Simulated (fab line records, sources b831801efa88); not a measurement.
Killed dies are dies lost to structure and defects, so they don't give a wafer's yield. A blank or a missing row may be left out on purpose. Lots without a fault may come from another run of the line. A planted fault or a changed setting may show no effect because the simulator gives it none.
fab line records | flow sfq_line
record lots=14 wafers=42 last_day=74
route steps=325 shown I2@115 M4@149 M5@207 R5@216
lots that met no fault: from a run of the same line without faults
start_h: hours from the record's first day to the start of the lot's first wafer shown | wait_h: hours since the lot's step before | " the same as in the row above | L1.1+2: a row that stands for several wafers | - no value, or no start given | * or withheld: withheld | < > ~ a bound
route shown NAME@n: a module of which the file shows steps, and the number in the route of the first | usual: mean/standard deviation of fault-free wafers | same: alike in all rows | chamber/n: place in a boat | sites: the reading at each site | _std_site: their standard deviation | _edge_site: outer sites' mean less inner sites' | radius_mm: how far each site lies from the wafer's centre | mask NAME#n: copy n | behind: the tool/chamber that last shaped the wafer | hold: why the lot was held/for how many hours/how that ended | device: the transistor (n, p or np) that didn't switch | end of line: the same wafers' tests at the end of the route | a step without rows: its recipe alone | killed: dies lost to structure and defects at the first sort, not the wafer's yield | map: a wafer's dies, x killed, . not, _ none there
set.NAME: the setting as run; set.NAME@STEP: as run at that earlier step | model.NAME: the simulator's own value behind a step, which no gauge read
steps of the route over a sample of lots; a table a step, a row a wafer
services: from which hour (start_h, from the record's first day; less than 0 if before it) a tool's chamber was out of use, for how many hours, and why
## steps
# step SFQ_TRILAYER_I2_VIA_ETCH_VIA_ETCH_070
# recipe target=SiO2 stop_on=Nb mask_material=PR taper_deg=20 chemistry=CHF3 target_depth_nm=260 source_w=500 bias_w=80 pressure_mtorr=30 time_s=withheld
# usual drypump_motor_current_A=5.5/0.39 oes_product_au=0.855/0.0049 rf_fwd_power_W=498.1/1.7
# columns lot.wafer tool chamber start_h wait_h drypump_motor_current_A oes_product_au rf_fwd_power_W
L493.3 rie_diel-02 0 589.86 0.0 5.8 0.860 500.1
L493.4 " 2 " " 6.0 0.859 498.0
L493.5 " 2 " " 6.0 0.854 497.9
L495.1 rie_diel-04 3 613.86 0.0 4.9 0.868 498.2
L495.2 " 0 " " 5.0 0.857 498.1
L495.3 " 1 " " 5.8 0.853 499.5
L497.1 rie_diel-04 0 625.88 0.0 5.0 0.852 498.8
L497.2 " 2 " " 5.3 0.859 498.3
L497.5 " 2 " " 5.3 0.858 497.3
L499.2 rie_diel-03 1 647.48 0.0 5.4 0.865 498.1
L499.3 " 2 " " 5.5 0.846 499.1
L499.5 " 2 " " 5.5 0.863 498.2
L500.3 rie_diel-03 2 652.34 0.1 5.5 0.859 499.8
L500.4 " 1 " " 5.4 0.862 498.3
L500.5 " 2 " " 5.5 0.857 497.1
L502.1 rie_diel-03 3 679.86 0.0 6.2 0.853 500.7
L502.3 " 1 " " 5.4 0.854 498.0
L502.6 " 2 " " 5.5 0.858 496.2
L503.1 rie_diel-04 0 709.41 0.0 5.0 0.853 500.8
L503.5 " 1 " " 5.8 0.857 497.1
L503.6 " 2 " " 5.3 0.854 497.0
L504.1 rie_diel-03 2 719.01 0.0 5.5 0.851 497.7
L504.4 " 0 " " 6.0 0.855 498.5
L504.5 " 2 " " 5.5 0.863 499.3
L505.1 rie_diel-03 2 723.81 0.0 5.5 0.860 496.8
L505.2 " 0 " " 6.0 0.856 497.5
L505.3 " 1 " " 5.4 0.849 503.1
L506.2 rie_diel-02 2 745.21 0.0 6.0 0.855 498.8
L506.4 " 1 " " 5.2 0.853 495.8
L506.6 " 1 " " 5.2 0.853 497.6
L508.1 rie_diel-02 0 760.46 0.0 5.7 0.850 495.5
L508.4 " 1 " " 5.2 0.848 499.5
L508.6 " 2 " " 6.0 0.859 497.5
L509.2 rie_diel-03 1 762.86 0.0 5.4 0.852 497.3
L509.5 " 1 " " 5.4 0.856 497.6
L509.6 " 0 " " 6.0 0.852 497.1
L510.1 rie_diel-02 1 780.86 0.0 5.2 0.862 498.5
L510.3 " 3 " " 6.0 0.856 499.0
L510.5 " 1 " " 5.2 0.852 496.7
L513.1 rie_diel-04 0 809.66 0.0 4.9 0.859 499.6
L513.3 " 3 " " 4.9 0.854 499.3
L513.6 " 0 " " 4.9 0.857 497.2
# step SFQ_TRILAYER_M4_DEP_SPUTTER_091
# recipe material=Nb base_pressure_pa=1.33e-06 chamber_pressure_pa=0.1333 substrate_temp_c=20 resputter_cathode_voltage_v=400 target_thk_nm=200 power_w=2000 time_s=133.3
# usual chamber_pressure_pa=0.13329/0.00023 throttle_valve_pct=30.1/0.67
# same time_s=133.3
# columns lot.wafer tool chamber start_h wait_h chamber_pressure_pa throttle_valve_pct
L493.3 pvd_sputter-05 - 735.91 0.0 0.13322 31.1
L493.4 " - " " 0.13324 30.0
L493.5 " - " " 0.13334 29.9
L495.1 pvd_sputter-04 - 765.33 0.0 0.13351 30.9
L495.2 " - " " 0.13307 30.1
L495.3 " - " " 0.13318 29.5
L497.1 pvd_sputter-03 - 777.10 0.0 0.13329 29.3
L497.2 " - " " 0.13321 29.7
L497.5 " - " " 0.13296 29.8
L499.2 pvd_sputter-05 - 793.63 0.0 0.13354 31.0
L499.3 " - " " 0.1332 31.2
L499.5 " - " " 0.13356 29.7
L500.3 pvd_sputter-04 - 794.84 0.0 0.13314 30.0
L500.4 " - " " 0.13332 29.6
L500.5 " - " " 0.13353 29.9
L502.1 pvd_sputter-04 - 816.43 0.0 0.13306 29.9
L502.3 " - " " 0.13326 29.5
L502.6 " - " " 0.13376 30.7
L503.1 pvd_sputter-03 - 847.63 0.0 0.13344 28.9
L503.5 " - " " 0.13292 29.3
L503.6 " - " " 0.13322 29.6
L504.1 pvd_sputter-05 - 858.23 0.0 0.13313 30.8
L504.4 " - " " 0.1332 30.0
L504.5 " - " " 0.1332 31.3
L505.1 pvd_sputter-03 - 861.83 0.0 0.13382 29.7
L505.2 " - " " 0.13319 29.2
L505.3 " - " " 0.1333 28.8
L506.2 pvd_sputter-05 - 880.70 0.0 0.13316 30.0
L506.4 " - " " 0.13305 31.3
L506.6 " - " " 0.13315 31.3
L508.1 pvd_sputter-05 - 899.45 0.0 0.14525 29.6
L508.4 " - " " 0.13319 29.8
L508.6 " - " " 0.13347 30.0
L509.2 pvd_sputter-05 - 901.69 0.0 0.13317 30.2
L509.5 " - " " 0.14484 29.4
L509.6 " - " " 0.13325 29.8
L510.1 pvd_sputter-04 - 926.85 0.0 0.13331 30.1
L510.3 " - " " 0.13309 30.6
L510.5 " - " " 0.13337 29.7
L513.1 pvd_sputter-03 - 954.45 0.0 0.13328 29.8
L513.3 " - " " 0.13301 28.6
L513.6 " - " " 0.1331 29.8
# step SFQ_TRILAYER_M5_STRIP_STRIP_127
# recipe gas=O2 power_w=200 platen_temp_c=40 overash_fraction=0.65 chemistry=O2 pressure_mtorr=50
# usual drypump_motor_current_A=5.89/0.19 he_backside_leak_sccm=3.5/0.4 oes_product_au=0.998/0.0087
# columns lot.wafer tool chamber start_h wait_h drypump_motor_current_A he_backside_leak_sccm oes_product_au rf_hours_counter_h
L493.3 rie_metal-03 1 1003.25 0.3 5.95 3.4 0.998 -
L493.4 " 0 " " 5.80 3.1 1.003 -
L493.5 " 1 " " 5.97 3.3 0.997 -
L495.1 rie_metal-03 0 1040.34 0.1 5.82 4.0 1.010 47
L495.2 " 1 " " 5.98 3.4 0.998 87
L495.3 " 1 " " 5.95 3.5 1.005 -
L497.1 rie_metal-02 0 1052.42 0.2 5.60 3.5 0.994 158
L497.2 " 1 " " 6.25 3.8 1.001 127
L497.5 " 1 " " 6.26 3.7 1.008 -
L499.2 rie_metal-02 1 1075.92 0.1 6.19 3.6 0.990 131
L499.3 " 0 " " 5.62 3.7 0.989 -
L499.5 " 1 " " 6.23 3.7 1.002 -
L500.3 rie_metal-02 0 1080.45 0.3 5.62 3.4 1.006 -
L500.4 " 1 " " 6.26 3.7 0.999 -
L500.5 " 1 " " 6.26 3.9 0.993 -
L502.1 rie_metal-03 0 1116.84 0.1 5.82 3.4 1.009 61
L502.3 " 0 " " 5.82 3.3 1.018 -
L502.6 " 0 " " 5.84 3.4 1.003 -
L503.1 rie_metal-02 0 1151.98 0.1 5.62 3.3 0.999 4
L503.5 " 0 " " 5.62 3.3 1.002 -
L503.6 " 1 " " 6.22 4.1 1.003 -
L504.1 rie_metal-01 1 1190.38 0.1 5.82 3.6 0.990 16
L504.4 " 1 " " 5.86 3.6 1.002 -
L504.5 " 0 " " 5.76 3.3 0.981 -
L505.1 rie_metal-01 1 1198.58 0.1 5.88 3.8 1.008 18
L505.2 " 0 " " 5.76 3.3 0.996 61
L505.3 " 1 " " 5.87 3.7 0.993 -
L506.2 rie_metal-01 0 1216.33 0.1 5.76 3.2 0.992 63
L506.4 " 0 " " 5.76 3.3 0.983 -
L506.6 " 1 " " 5.85 3.4 0.989 -
L508.1 rie_metal-03 1 1247.78 0.1 5.94 3.3 1.004 121
L508.4 " 1 " " 5.94 3.4 0.998 -
L508.6 " 0 " " 5.82 3.4 1.015 -
L509.2 rie_metal-03 1 1253.90 0.1 5.95 3.5 1.003 122
L509.5 " 1 " " 5.94 3.3 0.992 -
L509.6 " 0 " " 5.90 3.2 0.994 -
L510.1 rie_metal-03 0 1299.70 0.1 5.88 3.1 0.995 87
L510.3 " 0 " " 5.87 3.2 0.998 -
L510.5 " 0 " " 5.82 3.3 0.998 -
L513.1 rie_metal-03 0 1347.27 0.1 5.88 3.3 0.993 93
L513.3 " 0 " " 5.83 3.4 0.990 -
L513.6 " 0 " " 5.85 3.5 0.986 -
# step SFQ_R5_THK_MEAS_934
# recipe thk_meas_gauge=xrf reads=MoNx_of_TRILAYER_R5_DEP_SPUTTER_133
# usual R5_MONX_THK=39.9/0.5
# columns lot.wafer tool chamber start_h wait_h R5_MONX_THK[nm]
L493.3 film_metro-03 - 1017.11 0.1 39.8
L493.4 " - " " 40.8
L493.5 " - " " 39.9
L495.1 film_metro-01 - 1050.31 0.1 39.7
L495.2 " - " " 40.4
L495.3 " - " " 40.1
L497.1 film_metro-03 - 1062.31 0.1 39.6
L497.2 " - " " 39.9
L497.5 " - " " 40.0
L499.2 film_metro-03 - 1083.41 0.1 40.3
L499.3 " - " " 39.6
L499.5 " - " " 40.2
L500.3 film_metro-01 - 1086.42 0.1 40.5
L500.4 " - " " 39.8
L500.5 " - " " 40.1
L502.1 film_metro-02 - 1135.75 0.1 39.0
L502.3 " - " " 39.8
L502.6 " - " " 39.5
L503.1 film_metro-03 - 1165.75 0.1 39.6
L503.5 " - " " 39.9
L503.6 " - " " 40.0
L504.1 film_metro-03 - 1200.42 0.1 39.2
L504.4 " - " " 39.3
L504.5 " - " " 39.0
L505.1 film_metro-02 - 1213.75 0.1 39.5
L505.2 " - " " 39.5
L505.3 " - " " 39.9
L506.2 film_metro-02 - 1227.43 0.1 39.5
L506.4 " - " " 39.8
L506.6 " - " " 39.9
L508.1 film_metro-03 - 1253.06 0.1 39.4
L508.4 " - " " 39.8
L508.6 " - " " 39.6
L509.2 film_metro-02 - 1259.71 0.1 40.9
L509.5 " - " " 41.1
L509.6 " - " " 41.1
L510.1 film_metro-02 - 1304.98 0.1 39.5
L510.3 " - " " 40.1
L510.5 " - " " 39.7
L513.1 film_metro-02 - 1352.55 0.1 40.1
L513.3 " - " " 40.5
L513.6 " - " " 39.8
## services
# columns tool chamber start_h hours kind
pvd_sputter-03 - 578.06 5.2 repair
pvd_sputter-05 - 580.81 1.3 repair
rie_diel-03 - 620.85 15.6 pm
rie_diel-03 2 644.45 2.7 repair
rie_diel-03 3 646.45 7.1 repair
rie_diel-03 3 686.55 18.3 repair
rie_diel-03 1 686.80 5.1 repair
rie_metal-03 1 735.50 4.4 repair
pvd_sputter-05 - 757.01 7.8 repair
pvd_sputter-05 - 764.06 9.4 repair
rie_diel-03 3 830.64 19.1 repair
rie_diel-03 3 861.21 1.3 repair
pvd_sputter-05 - 925.71 0.5 repair
rie_metal-03 - 945.08 13.5 repair
pvd_sputter-05 - 980.38 0.8 repair
rie_diel-03 2 995.35 9.3 repair
rie_diel-03 1 1000.67 7.4 repair
pvd_sputter-05 - 1044.69 0.5 repair
rie_diel-03 0 1127.52 13.7 repair
rie_diel-03 - 1157.81 0.5 repair
rie_metal-03 - 1169.47 1.4 pm
rie_diel-03 2 1236.31 25.4 repair
rie_diel-03 0 1244.10 8.5 repair
rie_diel-03 - 1311.69 2.8 pm
## key
first_sign step=SFQ_TRILAYER_M4_DEP_SPUTTER_091 reading=chamber_pressure_pa direction=up sigmas=51 usual=0.13329 struck=0.14504
effect none on later readings
met_at SFQ_TRILAYER_M4_DEP_SPUTTER_091
struck_lots L508,L509
struck_wafers L508.1,L509.5
not_acting_at SFQ_TRILAYER_I2_VIA_ETCH_VIA_ETCH_070,SFQ_TRILAYER_M5_STRIP_STRIP_127,SFQ_R5_THK_MEAS_934
onset_between 793.63 899.45
fault kind=process_parameter_drift tool=pvd_sputter-05 chamber=- onset_h=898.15 steps=SFQ_TRILAYER_M4_DEP_SPUTTER_091 channel=chamber_pressure_pa offset=0.011831 shape=step end_h=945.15 acts_in=these_recipes_only stated=0.1333 scope=struck_wafers_only
